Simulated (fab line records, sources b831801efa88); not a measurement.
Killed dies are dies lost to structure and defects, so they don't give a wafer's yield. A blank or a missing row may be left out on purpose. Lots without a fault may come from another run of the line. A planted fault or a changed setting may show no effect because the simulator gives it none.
Chamber matching | flow sky130 | SKY_LI_CONTACT_CMP_02 on cmp-01: 4 sister chambers
The step polishes PSG. 14 wafers are shown with their chamber, then 7 later ones without.

WAFERS WITH THEIR CHAMBER
wafer  | chamber | motor_current_A (A) | time_to_endpoint_s (s)
L985.1 | 0       | 12.7                | 28.2
L985.5 | 3       | 11.2                | 28.1
L985.6 | 2       | 10.6                | 30.1
L986.2 | 2       | 10.4                | 30.5
L986.3 | 1       | 11.7                | 29.3
L986.4 | 0       | 13.8                | 31.3
L987.3 | 1       | 11.2                | 30.9
L987.4 | 3       | 11.1                | 31.4
L987.6 | 2       | 9.9                 | 32.4
L989.1 | 2       | 10.7                | 32.6
L989.3 | 3       | 11.1                | 31.3
L989.6 | 3       | 11.4                | 32.8
L102.2 | 3       | 11.3                | 31.6
L102.3 | 1       | 10.6                | 28.0

SIGNATURES (means of the wafers above)
reading            | chamber 0 | chamber 1 | chamber 2 | chamber 3 | scatter within a chamber
motor_current_A    | 13.250    | 11.167    | 10.400    | 11.220    | 0.407
time_to_endpoint_s | 29.750    | 29.400    | 31.400    | 31.040    | 1.62
Rule: a wafer's distance from a chamber is the root of the sum, over the readings, of the square of ((its reading less the chamber's mean) divided by the reading's scatter). The wafer belongs to the nearest chamber; if the next one is less than 2 further off, it can't be placed. The scatter: the root of (the sum of the squares of (reading less its chamber's mean) over the shown wafers, divided by (wafers less chambers)).

WAFERS WITHOUT THEIR CHAMBER
wafer  | motor_current_A (A) | time_to_endpoint_s (s)
L102.5 | 11.7                | 30.0
L107.1 | 10.8                | 33.5
L107.3 | 11.6                | 31.9
L107.5 | 10.5                | 34.1
L108.1 | 13.0                | 28.4
L108.2 | 11.2                | 30.9
L108.6 | 13.4                | 28.4

WHICH CHAMBER EACH WENT THROUGH
wafer  | from the rows above          | in truth
L102.5 | can't be placed: 3 or 1 or 2 | 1
L107.1 | can't be placed: 2 or 3 or 1 | 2
L107.3 | can't be placed: 3 or 1 or 2 | 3
L107.5 | can't be placed: 2 or 3 or 1 | 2
L108.1 | 0                            | 0
L108.2 | can't be placed: 3 or 1 or 2 | 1
L108.6 | 0                            | 0
Placed correctly: 2 of 7. Can't be placed from these rows: 5 (the true chamber is among the candidates in 5). Placed wrongly: 0.
